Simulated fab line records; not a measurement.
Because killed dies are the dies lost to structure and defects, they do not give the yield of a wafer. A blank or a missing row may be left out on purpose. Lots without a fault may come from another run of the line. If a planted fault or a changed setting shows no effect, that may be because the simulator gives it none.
fab line records	flow gf180mcu
[record] lots = 24	wafers = 72	last_day = 34
route steps=602 shown V1@361 M2@379 V2@406 V4@490 V5@562 PASSIVATION@588
lots with no fault: from the same line, run without faults
start_h: hours from the record's opening day to when the first of the lot's shown wafers began	wait_h: how many hours have passed since the lot's step before this one	" as in the row above	L1.1+2: several wafers, shown together as one row	- value missing, or start not given	* or withheld: withheld	< > ~ a bound
route shown NAME@n: a module of which the file shows steps, and the number in the route of the first	usual: the fault-free wafers' mean and standard deviation	same: alike in all rows	chamber/n: place in a boat	sites: the reading at each site	_std_site: standard deviation of those values	_edge_site: inner sites' mean taken away from outer sites' mean	radius_mm: for every site, how far away it sits from the centre of the wafer	mask NAME#n: copy n	behind: the most recent tool/chamber to have shaped the wafer	hold: why the lot went on hold/how many hours it stayed there/how the hold came to an end	device: which transistor (n, p or np) failed to switch	end of line: the same wafers' tests at the end of the route	a step with no rows: only its recipe	killed: at the first sort, the dies lost to defects and structure; wafer yield is something else	map: the dies of a wafer, with x for killed, . for not killed, _ for no die there
set.NAME: the setting as run; set.NAME@STEP: as run at that earlier step	model.NAME: the simulator's own value behind a step, which no gauge read
a sample of lots followed through the steps of the route, with each step as a table and each wafer as a row
services: the hour from which a tool's chamber was out of use, counted from the record's first day as start_h (under 0 if before that day), plus the number of hours and why
[[steps]]
[step GF_V1_CMP_26]
[recipe] stop_on = SiO2	down_force_psi = 3.5	platen_rpm = 60	t_overpolish_s = 15	target_thk_nm = 0	pad_velocity_m_s = 0.94248
[usual] edge_zone_pressure_frac = 1.000/0.0047	head_pressure_psi = 3.501/0.0076	motor_current_A = 11.9/1.2	overpolish_run_s = 15.001/0.0082	time_to_endpoint_s = 85/5.7
lot.wafer	tool	chamber	start_h	wait_h	edge_zone_pressure_frac	head_pressure_psi	motor_current_A	overpolish_run_s	time_to_endpoint_s
L074.2	cmp-01	3	418.45	0.1	0.997	3.508	11.7	14.997	82
L074.3	"	0	"	"	1.000	3.498	13.8	15.002	93
L074.4	"	2	"	"	1.005	3.510	12.3	14.989	90
L075.2	cmp-01	0	435.87	0.1	0.993	3.513	14.3	14.996	90
L075.5	"	3	"	"	1.002	3.492	11.0	15.003	78
L075.6	"	0	"	"	0.987	3.514	13.3	14.998	89
L076.3	cmp-01	2	438.00	0.1	1.002	3.505	12.6	14.999	87
L076.1	"	3	"	"	0.998	3.498	11.6	15.009	80
L076.6	"	2	"	"	0.998	3.503	13.4	15.013	85
L077.3	cmp-02	1	443.73	0.0	0.998	3.500	10.2	15.007	98
L077.2	"	3	"	"	0.996	3.503	10.7	14.998	89
L077.6	"	2	"	"	1.001	3.505	11.2	15.013	87
L078.3	cmp-02	0	454.19	0.0	0.997	3.494	13.0	15.001	82
L078.2	"	1	"	"	0.996	3.512	10.0	15.000	95
L078.1	"	3	"	"	1.007	3.490	10.5	14.995	86
L079.3	cmp-02	1	463.18	0.0	0.999	3.504	9.8	15.001	93
L079.4	"	3	"	"	1.004	3.498	10.2	15.002	79
L079.5	"	2	"	"	0.999	3.501	10.7	14.994	80
L080.2	cmp-02	1	479.26	0.1	1.002	3.504	10.4	14.992	100
L080.1	"	2	"	"	0.998	3.503	10.6	14.982	88
L080.6	"	1	"	"	1.004	3.508	10.0	14.996	96
L081.1	cmp-01	3	491.17	0.1	1.002	3.517	11.9	14.996	75
L081.3	"	0	"	"	1.002	3.497	14.1	14.998	88
L081.6	"	3	"	"	0.998	3.495	11.1	15.001	79
L082.1	cmp-02	1	493.67	0.1	1.002	3.499	9.8	15.005	94
L082.3	"	2	"	"	1.002	3.523	11.6	14.984	80
L082.2	"	3	"	"	1.008	3.493	10.4	15.004	83
L084.3	cmp-01	2	502.03	0.0	0.996	3.492	12.2	15.004	85
L084.1	"	3	"	"	0.991	3.507	10.6	15.007	79
L084.2	"	0	"	"	0.996	3.502	13.8	14.998	90
L083.1	cmp-02	2	502.04	0.1	0.990	3.500	11.6	14.995	80
L083.3	"	1	"	"	1.002	3.508	9.3	14.998	94
L083.5	"	3	"	"	1.004	3.503	10.7	15.009	77
L085.4	cmp-01	3	516.55	0.2	0.996	3.494	11.3	15.003	77
L085.6	"	0	"	"	0.998	3.508	14.4	14.997	89
L085.5	"	1	"	"	0.991	3.499	11.3	14.994	87
L086.1	cmp-01	2	520.52	0.1	1.002	3.494	12.6	15.006	79
L086.4	"	0	"	"	1.001	3.493	13.8	15.006	90
L086.5	"	1	"	"	1.008	3.491	12.0	15.006	83
L087.4	cmp-02	0	532.68	0.0	1.007	3.497	13.4	14.978	87
L087.5	"	0	"	"	0.995	3.498	13.2	14.997	85
L087.6	"	1	"	"	0.996	3.494	9.9	14.996	94
L088.2	cmp-01	1	538.05	0.0	1.004	3.506	12.0	15.016	85
L088.1	"	2	"	"	1.008	3.497	12.8	15.007	75
L088.5	"	1	"	"	1.000	3.503	11.7	15.004	82
L089.1	cmp-01	0	544.06	0.1	1.004	3.501	13.3	15.010	86
L089.6	"	2	"	"	0.995	3.492	12.2	15.009	83
L089.5	"	3	"	"	0.999	3.491	11.3	15.012	76
L090.3	cmp-01	0	554.91	0.0	0.996	3.501	13.5	14.990	89
L090.4	"	2	"	"	0.990	3.494	12.5	15.005	80
L090.2	"	3	"	"	0.990	3.514	11.4	15.001	73
L091.3	cmp-01	1	563.70	0.0	1.005	3.502	12.0	15.003	83
L091.2	"	2	"	"	1.005	3.498	12.1	14.994	78
L091.6	"	1	"	"	1.007	3.499	11.5	14.989	83
L092.3	cmp-01	0	571.82	0.1	0.997	3.504	14.0	15.007	92
L092.1	"	1	"	"	1.007	3.483	11.7	15.003	85
L092.4	"	3	"	"	0.996	3.477	11.1	15.002	77
L093.1	cmp-01	2	576.89	0.1	0.997	3.496	12.7	15.000	79
L093.3	"	3	"	"	1.003	3.503	10.5	14.995	75
L093.6	"	1	"	"	1.001	3.492	11.4	15.000	84
L094.3	cmp-01	0	581.91	0.1	1.000	3.503	13.0	14.986	86
L094.1	"	1	"	"	1.005	3.481	10.9	15.008	82
L094.6	"	3	"	"	1.004	3.512	11.3	14.998	74
L095.4	cmp-02	2	590.39	0.1	1.016	3.500	11.7	14.997	81
L095.3	"	3	"	"	1.001	3.501	10.2	15.001	82
L095.6	"	0	"	"	0.998	3.504	13.6	14.988	83
L096.4	cmp-02	0	595.61	0.1	0.999	3.500	12.7	15.010	86
L096.2	"	1	"	"	0.998	3.501	9.8	14.988	92
L096.6	"	3	"	"	0.992	3.505	9.8	14.989	81
L097.3	cmp-01	2	602.15	0.0	1.000	3.498	13.1	15.006	84
L097.6	"	2	"	"	0.999	3.503	13.0	14.998	84
L097.5	"	3	"	"	1.002	3.490	11.3	15.019	82
[step GF_M2_STRIP_17]
[recipe] chemistry = O2/N2	power_w = 1400	pressure_mtorr = 1500	platen_temp_c = 250	o2_flow_sccm = 3000	n2_flow_sccm = 300	overash_fraction = 0.5
[usual] drypump_motor_current_A = 5.5/0.44	heater_power_w = 320/35	oes_product_au = 0.557/0.0045	strip_time_to_endpoint_s = 7.86/0.045
lot.wafer	tool	chamber	start_h	wait_h	drypump_motor_current_A	heater_power_w	oes_product_au	rf_hours_counter_h	strip_time_to_endpoint_s
L074.2	plasma_asher-01	1	443.88	0.1	5.1	304	0.560	34	7.89
L074.3	"	1	"	"	5.0	293	0.556	-	7.91
L074.4	"	0	"	"	5.8	303	0.558	-	7.88
L075.2	plasma_asher-02	1	460.84	0.1	5.8	301	0.561	66	7.94
L075.5	"	1	"	"	5.9	306	0.559	-	7.89
L075.6	"	0	"	"	4.9	318	0.558	-	7.90
L076.1	plasma_asher-03	1	463.18	0.1	6.0	307	0.553	90	7.86
L076.3	"	0	"	"	5.2	403	0.557	-	7.85
L076.6	"	1	"	"	6.0	303	0.559	-	7.87
L077.2	plasma_asher-03	1	468.82	0.1	6.0	304	0.565	91	7.92
L077.3	"	1	"	"	6.0	314	0.554	-	7.87
L077.6	"	1	"	"	6.1	303	0.558	-	7.93
L078.1	plasma_asher-03	0	479.48	0.1	5.2	402	0.555	92	7.94
L078.2	"	1	"	"	6.0	302	0.558	92	7.89
L078.3	"	1	"	"	6.0	296	0.564	-	7.96
L079.3	plasma_asher-03	1	487.54	0.1	6.0	295	0.553	-	7.80
L079.4	"	0	"	"	5.1	406	0.550	-	7.81
L079.5	"	1	"	"	6.1	300	0.560	-	7.80
L080.1	plasma_asher-01	0	503.93	0.1	5.8	308	0.551	37	7.84
L080.2	"	1	"	"	5.1	297	0.556	37	7.86
L080.6	"	0	"	"	5.8	306	0.555	-	7.82
L081.1	plasma_asher-01	1	515.81	0.1	5.1	298	0.566	39	7.92
L081.3	"	0	"	"	5.8	309	0.555	-	7.94
L081.6	"	1	"	"	5.1	295	0.563	-	7.91
L082.1	plasma_asher-02	0	517.81	0.1	4.9	326	0.561	73	7.86
L082.2	"	1	"	"	5.8	308	0.554	73	7.83
L082.3	"	1	"	"	5.8	305	0.559	-	7.87
L084.1	plasma_asher-01	1	526.31	0.1	5.1	313	0.558	40	7.83
L084.2	"	0	"	"	5.8	300	0.563	40	7.90
L084.3	"	0	"	"	5.8	313	0.555	-	7.81
L083.1	plasma_asher-01	1	526.77	0.2	5.1	300	0.555	40	7.86
L083.3	"	1	"	"	5.1	292	0.552	-	7.82
L083.5	"	0	"	"	5.8	307	0.552	-	7.85
L085.4	plasma_asher-01	1	540.11	0.1	5.1	299	0.551	-	7.84
L085.5	"	0	"	"	5.8	309	0.552	-	7.86
L085.6	"	1	"	"	5.1	303	0.564	-	7.84
L086.1	plasma_asher-02	0	544.66	0.1	4.8	321	0.553	77	7.76
L086.4	"	0	"	"	4.8	325	0.562	-	7.79
L086.5	"	0	"	"	4.8	316	0.553	-	7.84
L087.4	plasma_asher-02	0	556.11	0.1	4.8	318	0.554	-	7.82
L087.5	"	0	"	"	4.8	327	0.556	-	7.77
L087.6	"	1	"	"	5.8	305	0.560	-	7.80
L088.1	plasma_asher-01	1	561.23	0.1	5.1	295	0.563	45	7.95
L088.2	"	0	"	"	5.8	304	0.550	45	7.86
L088.5	"	1	"	"	5.1	303	0.560	-	7.93
L089.1	plasma_asher-03	1	566.76	0.1	6.0	312	0.554	97	7.81
L089.5	"	0	"	"	5.2	399	0.560	-	7.83
L089.6	"	1	"	"	6.0	310	0.561	-	7.82
L090.2	plasma_asher-03	0	577.31	0.1	5.2	396	0.566	98	7.86
L090.3	"	0	"	"	5.2	406	0.551	-	7.89
L090.4	"	1	"	"	6.0	298	0.562	-	7.96
L091.2	plasma_asher-01	1	586.01	0.1	5.1	301	0.553	47	7.82
L091.3	"	1	"	"	5.1	297	0.555	-	7.83
L091.6	"	0	"	"	5.8	307	0.556	-	7.86
L092.1	plasma_asher-01	0	594.48	0.1	5.8	305	0.563	48	7.82
L092.3	"	1	"	"	5.1	296	0.556	-	7.82
L092.4	"	0	"	"	5.8	307	0.557	-	7.87
L093.1	plasma_asher-02	1	601.85	0.1	5.8	310	0.551	83	7.88
L093.3	"	1	"	"	5.8	306	0.566	-	7.84
L093.6	"	0	"	"	4.8	315	0.556	-	7.84
L094.1	plasma_asher-01	1	603.85	0.1	5.1	296	0.557	49	7.80
L094.3	"	0	"	"	5.8	309	0.556	-	7.85
L094.6	"	0	"	"	5.8	311	0.553	-	7.83
L095.3	plasma_asher-02	1	611.44	0.1	5.9	306	0.555	-	7.89
L095.4	"	0	"	"	4.9	319	0.549	-	7.78
L095.6	"	0	"	"	4.8	315	0.560	-	7.88
L096.2	plasma_asher-02	0	616.68	0.1	4.8	318	0.560	84	7.84
L096.4	"	1	"	"	5.8	298	0.551	-	7.85
L096.6	"	0	"	"	4.9	327	0.557	-	7.85
L097.3	plasma_asher-03	1	622.96	0.1	6.0	306	0.556	-	7.82
L097.5	"	0	"	"	5.2	405	0.546	-	7.83
L097.6	"	1	"	"	6.0	303	0.551	-	7.81
[step GF_V2_RS_MEAS_24]
[recipe] thk_meas_gauge = four-point-probe	reads = W_of_V2_CVD_23+TiN_of_V2_SPUTTER_22+Ti_of_V2_SPUTTER_21
[usual] V2_W_RS = 0.329/0.003
lot.wafer	tool	chamber	start_h	wait_h	V2_W_RS[ohm/sq]
L074.2	film_metro-02	-	470.59	0.1	0.330
L074.3	"	-	"	"	0.329
L074.4	"	-	"	"	0.325
L075.2	film_metro-04	-	486.90	0.1	0.330
L075.5	"	-	"	"	0.330
L075.6	"	-	"	"	0.327
L076.1	film_metro-02	-	489.97	0.1	0.334
L076.3	"	-	"	"	0.334
L076.6	"	-	"	"	0.335
L077.2	film_metro-04	-	495.19	0.1	0.327
L077.3	"	-	"	"	0.329
L077.6	"	-	"	"	0.331
L078.1	film_metro-02	-	506.01	0.1	0.335
L078.2	"	-	"	"	0.333
L078.3	"	-	"	"	0.332
L079.3	film_metro-03	-	513.03	0.1	0.327
L079.4	"	-	"	"	0.328
L079.5	"	-	"	"	0.330
L080.1	film_metro-02	-	529.64	0.1	0.330
L080.2	"	-	"	"	0.330
L080.6	"	-	"	"	0.331
L081.1	film_metro-04	-	540.76	0.1	0.332
L081.3	"	-	"	"	0.333
L081.6	"	-	"	"	0.329
L082.1	film_metro-02	-	543.43	0.1	0.327
L082.2	"	-	"	"	0.331
L082.3	"	-	"	"	0.328
L084.1	film_metro-02	-	551.73	0.1	0.326
L084.2	"	-	"	"	0.331
L084.3	"	-	"	"	0.327
L083.1	film_metro-03	-	552.27	0.1	0.332
L083.3	"	-	"	"	0.327
L083.5	"	-	"	"	0.327
L085.4	film_metro-03	-	564.31	0.1	0.329
L085.5	"	-	"	"	0.327
L085.6	"	-	"	"	0.326
L086.1	film_metro-02	-	569.12	0.1	0.326
L086.4	"	-	"	"	0.333
L086.5	"	-	"	"	0.330
L087.4	film_metro-02	-	579.77	0.1	0.330
L087.5	"	-	"	"	0.329
L087.6	"	-	"	"	0.330
L088.1	film_metro-03	-	585.53	0.1	0.330
L088.2	"	-	"	"	0.336
L088.5	"	-	"	"	0.329
L089.1	film_metro-02	-	591.06	0.1	0.332
L089.5	"	-	"	"	0.326
L089.6	"	-	"	"	0.330
L090.2	film_metro-04	-	601.05	0.1	0.334
L090.3	"	-	"	"	0.333
L090.4	"	-	"	"	0.331
L091.2	film_metro-02	-	608.88	0.1	0.322
L091.3	"	-	"	"	0.327
L091.6	"	-	"	"	0.326
L092.1	film_metro-02	-	617.41	0.1	0.334
L092.3	"	-	"	"	0.332
L092.4	"	-	"	"	0.327
L093.1	film_metro-03	-	624.63	0.1	0.326
L093.3	"	-	"	"	0.330
L093.6	"	-	"	"	0.327
L094.1	film_metro-03	-	626.51	0.1	0.324
L094.3	"	-	"	"	0.327
L094.6	"	-	"	"	0.324
L095.3	film_metro-02	-	633.81	0.1	0.327
L095.4	"	-	"	"	0.329
L095.6	"	-	"	"	0.329
L096.2	film_metro-04	-	639.01	0.1	0.334
L096.4	"	-	"	"	0.330
L096.6	"	-	"	"	0.330
L097.3	film_metro-02	-	645.16	0.1	0.328
L097.5	"	-	"	"	0.326
L097.6	"	-	"	"	0.330
[step GF_V4_CD_MEAS_14]
[recipe] target_cd_nm = 260
[usual] cd_nm = 260.3/1.1
lot.wafer	tool	chamber	start_h	wait_h	cd_nm
L074.2	cd_sem-02	-	570.33	0.1	262.2
L074.3	"	-	"	"	261.3
L074.4	"	-	"	"	261.0
L075.2	cd_sem-02	-	582.50	0.1	259.3
L075.5	"	-	"	"	259.3
L075.6	"	-	"	"	261.1
L076.1	cd_sem-01	-	585.28	0.1	260.6
L076.3	"	-	"	"	262.1
L076.6	"	-	"	"	260.3
L077.2	cd_sem-01	-	590.53	0.1	261.1
L077.3	"	-	"	"	260.5
L077.6	"	-	"	"	260.2
L078.1	cd_sem-01	-	600.36	0.1	263.2
L078.2	"	-	"	"	260.9
L078.3	"	-	"	"	261.5
L079.3	cd_sem-02	-	606.58	0.1	259.6
L079.4	"	-	"	"	259.2
L079.5	"	-	"	"	259.7
L080.1	cd_sem-02	-	621.39	0.1	261.3
L080.2	"	-	"	"	259.2
L080.6	"	-	"	"	260.4
L081.1	cd_sem-01	-	630.74	0.1	259.9
L081.3	"	-	"	"	262.2
L081.6	"	-	"	"	260.5
L082.1	cd_sem-01	-	632.36	0.1	259.2
L082.2	"	-	"	"	259.4
L082.3	"	-	"	"	259.8
L084.1	cd_sem-02	-	640.46	0.1	258.7
L084.2	"	-	"	"	256.9
L084.3	"	-	"	"	258.3
L083.1	cd_sem-01	-	641.23	0.1	259.8
L083.3	"	-	"	"	260.9
L083.5	"	-	"	"	258.4
L085.4	cd_sem-02	-	651.97	0.1	259.9
L085.5	"	-	"	"	260.4
L085.6	"	-	"	"	260.5
L086.1	cd_sem-01	-	656.41	0.1	260.4
L086.4	"	-	"	"	259.9
L086.5	"	-	"	"	259.4
L087.4	cd_sem-01	-	666.30	0.1	259.9
L087.5	"	-	"	"	260.8
L087.6	"	-	"	"	260.7
L088.1	cd_sem-02	-	671.21	0.1	260.8
L088.2	"	-	"	"	260.7
L088.5	"	-	"	"	260.4
L089.1	cd_sem-02	-	675.76	0.1	260.4
L089.5	"	-	"	"	260.4
L089.6	"	-	"	"	261.0
L090.2	cd_sem-02	-	686.30	0.2	259.1
L090.3	"	-	"	"	258.6
L090.4	"	-	"	"	258.9
L091.2	cd_sem-01	-	692.60	0.1	261.2
L091.3	"	-	"	"	261.9
L091.6	"	-	"	"	262.0
L092.1	cd_sem-02	-	701.19	0.1	261.4
L092.3	"	-	"	"	261.6
L092.4	"	-	"	"	261.7
L093.1	cd_sem-01	-	706.48	0.1	260.4
L093.3	"	-	"	"	260.7
L093.6	"	-	"	"	260.4
L094.1	cd_sem-01	-	709.36	0.1	259.3
L094.3	"	-	"	"	258.5
L094.6	"	-	"	"	257.5
L095.3	cd_sem-02	-	714.52	0.1	260.2
L095.4	"	-	"	"	260.7
L095.6	"	-	"	"	259.3
L096.2	cd_sem-01	-	720.13	0.1	261.3
L096.4	"	-	"	"	260.3
L096.6	"	-	"	"	259.9
L097.3	cd_sem-02	-	726.07	0.1	259.8
L097.5	"	-	"	"	260.8
L097.6	"	-	"	"	260.1
[step GF_V5_SPUTTER_22]
[recipe] material = TiN	target_thk_nm = 10	chamber_pressure_pa = 5	power_w = 4000	time_s = 40
[usual] throttle_valve_pct = 30.3/1
lot.wafer	tool	chamber	start_h	wait_h	throttle_valve_pct
L074.2	pvd_sputter-02	-	637.64	0.0	32.1
L074.3	"	-	"	"	30.3
L074.4	"	-	"	"	30.8
L075.2	pvd_sputter-02	-	647.82	0.0	30.5
L075.5	"	-	"	"	31.0
L075.6	"	-	"	"	30.8
L076.1	pvd_sputter-02	-	651.21	0.0	32.0
L076.3	"	-	"	"	30.3
L076.6	"	-	"	"	31.8
L077.2	pvd_sputter-04	-	655.16	0.0	30.5
L077.3	"	-	"	"	29.5
L077.6	"	-	"	"	29.4
L078.1	pvd_sputter-04	-	664.38	0.0	30.5
L078.2	"	-	"	"	30.9
L078.3	"	-	"	"	29.5
L079.3	pvd_sputter-04	-	671.79	0.0	30.0
L079.4	"	-	"	"	30.6
L079.5	"	-	"	"	30.8
L080.1	pvd_sputter-03	-	684.47	0.0	30.2
L080.2	"	-	"	"	28.2
L080.6	"	-	"	"	30.2
L081.1	pvd_sputter-03	-	693.09	0.0	29.1
L081.3	"	-	"	"	28.1
L081.6	"	-	"	"	31.0
L082.1	pvd_sputter-04	-	695.49	0.0	31.1
L082.2	"	-	"	"	30.2
L082.3	"	-	"	"	30.4
L084.1	pvd_sputter-03	-	703.56	0.0	27.8
L084.2	"	-	"	"	30.4
L084.3	"	-	"	"	29.4
L083.1	pvd_sputter-03	-	704.72	0.0	28.2
L083.3	"	-	"	"	30.9
L083.5	"	-	"	"	29.1
L085.4	pvd_sputter-02	-	713.19	0.0	31.9
L085.5	"	-	"	"	30.3
L085.6	"	-	"	"	30.7
L086.1	pvd_sputter-03	-	718.44	0.0	30.5
L086.4	"	-	"	"	30.6
L086.5	"	-	"	"	31.1
L087.4	pvd_sputter-04	-	726.96	0.0	30.3
L087.5	"	-	"	"	30.0
L087.6	"	-	"	"	29.4
L088.1	pvd_sputter-02	-	731.19	0.0	30.2
L088.2	"	-	"	"	30.8
L088.5	"	-	"	"	32.2
L089.1	pvd_sputter-02	-	735.44	0.0	30.5
L089.5	"	-	"	"	32.1
L089.6	"	-	"	"	31.0
L090.2	pvd_sputter-03	-	744.81	0.0	27.7
L090.3	"	-	"	"	30.8
L090.4	"	-	"	"	29.0
L091.2	pvd_sputter-03	-	750.27	0.0	29.2
L091.3	"	-	"	"	30.7
L091.6	"	-	"	"	28.9
L092.1	pvd_sputter-02	-	757.39	0.0	31.1
L092.3	"	-	"	"	30.1
L092.4	"	-	"	"	31.7
L093.1	pvd_sputter-04	-	762.66	0.0	29.4
L093.3	"	-	"	"	30.8
L093.6	"	-	"	"	31.1
L094.1	pvd_sputter-02	-	765.94	0.0	30.8
L094.3	"	-	"	"	30.3
L094.6	"	-	"	"	30.3
L095.3	pvd_sputter-03	-	770.22	0.0	30.9
L095.4	"	-	"	"	28.9
L095.6	"	-	"	"	30.2
L096.2	pvd_sputter-02	-	774.81	0.0	31.8
L096.4	"	-	"	"	30.9
L096.6	"	-	"	"	30.7
L097.3	pvd_sputter-04	-	779.34	0.0	30.7
L097.5	"	-	"	"	29.2
L097.6	"	-	"	"	29.9
[step GF_PASSIVATION_THK_MEAS_01]
[recipe] reads = SiO2_of_PASSIVATION_CVD_00
[usual] PASSIVATION_CVD_00_THK = 999/13
lot.wafer	tool	chamber	start_h	wait_h	PASSIVATION_CVD_00_THK[nm]
L074.2	film_metro-04	-	659.23	0.1	991
L074.3	"	-	"	"	986
L074.4	"	-	"	"	989
L075.2	film_metro-02	-	668.69	0.0	1000
L075.5	"	-	"	"	999
L075.6	"	-	"	"	1007
L076.1	film_metro-04	-	672.33	0.0	998
L076.3	"	-	"	"	986
L076.6	"	-	"	"	998
L077.2	film_metro-04	-	675.96	0.0	984
L077.3	"	-	"	"	976
L077.6	"	-	"	"	1003
L078.1	film_metro-02	-	684.82	0.0	991
L078.2	"	-	"	"	984
L078.3	"	-	"	"	987
L079.3	film_metro-02	-	692.59	0.1	967
L079.4	"	-	"	"	999
L079.5	"	-	"	"	981
L080.1	film_metro-02	-	705.44	0.0	986
L080.2	"	-	"	"	984
L080.6	"	-	"	"	992
L081.1	film_metro-04	-	713.15	0.0	981
L081.3	"	-	"	"	995
L081.6	"	-	"	"	983
L082.1	film_metro-02	-	715.09	0.0	1010
L082.2	"	-	"	"	1006
L082.3	"	-	"	"	1003
L084.1	film_metro-02	-	723.68	0.0	991
L084.2	"	-	"	"	985
L084.3	"	-	"	"	992
L083.1	film_metro-03	-	724.78	0.0	990
L083.3	"	-	"	"	981
L083.5	"	-	"	"	1009
L085.4	film_metro-03	-	732.70	0.0	1008
L085.5	"	-	"	"	1012
L085.6	"	-	"	"	1011
L086.1	film_metro-03	-	738.25	0.0	1016
L086.4	"	-	"	"	1032
L086.5	"	-	"	"	1018
L087.4	film_metro-03	-	746.22	0.0	1016
L087.5	"	-	"	"	1022
L087.6	"	-	"	"	1026
L088.1	film_metro-04	-	750.86	0.0	989
L088.2	"	-	"	"	999
L088.5	"	-	"	"	1015
L089.1	film_metro-02	-	753.90	0.0	978
L089.5	"	-	"	"	988
L089.6	"	-	"	"	1003
L090.2	film_metro-03	-	763.03	0.0	991
L090.3	"	-	"	"	995
L090.4	"	-	"	"	1012
L091.2	film_metro-02	-	767.81	0.0	1005
L091.3	"	-	"	"	1005
L091.6	"	-	"	"	1022
L092.1	film_metro-02	-	775.29	0.0	991
L092.3	"	-	"	"	1000
L092.4	"	-	"	"	998
L093.1	film_metro-03	-	779.87	0.0	1000
L093.3	"	-	"	"	995
L093.6	"	-	"	"	1010
L094.1	film_metro-02	-	783.08	0.0	982
L094.3	"	-	"	"	977
L094.6	"	-	"	"	1007
L095.3	film_metro-03	-	787.20	0.1	993
L095.4	"	-	"	"	1007
L095.6	"	-	"	"	998
L096.2	film_metro-03	-	792.32	0.0	982
L096.4	"	-	"	"	1005
L096.6	"	-	"	"	1006
L097.3	film_metro-02	-	796.66	0.1	987
L097.5	"	-	"	"	1001
L097.6	"	-	"	"	1008
[[services]]
tool	chamber	start_h	hours	kind
pvd_sputter-02	-	396.06	0.7	repair
pvd_sputter-02	-	400.19	3.3	repair
cmp-01	-	400.75	0.2	repair
cmp-01	-	404.04	4.0	pm
cmp-02	-	418.72	3.2	repair
pvd_sputter-02	-	440.63	1.4	repair
cmp-01	-	449.58	3.9	repair
plasma_asher-01	-	451.30	1.8	repair
pvd_sputter-02	-	460.00	1.4	repair
plasma_asher-01	-	464.65	28.1	pm
cmp-01	-	483.10	3.8	pm
cmp-02	-	487.46	5.2	pm
cmp-02	-	571.23	7.0	repair
cmp-02	-	578.19	4.0	pm
pvd_sputter-02	-	608.21	1.5	repair
cmp-01	-	632.57	5.3	pm
cmp-02	-	645.54	5.5	pm
pvd_sputter-02	-	662.46	2.6	repair
plasma_asher-01	-	669.40	1.9	repair
cmp-02	-	677.36	2.9	repair
cmp-01	-	682.65	1.1	repair
plasma_asher-01	-	736.57	0.7	repair
cmp-01	-	744.25	4.0	pm
pvd_sputter-02	-	750.58	2.0	repair
[[key]]
fault none
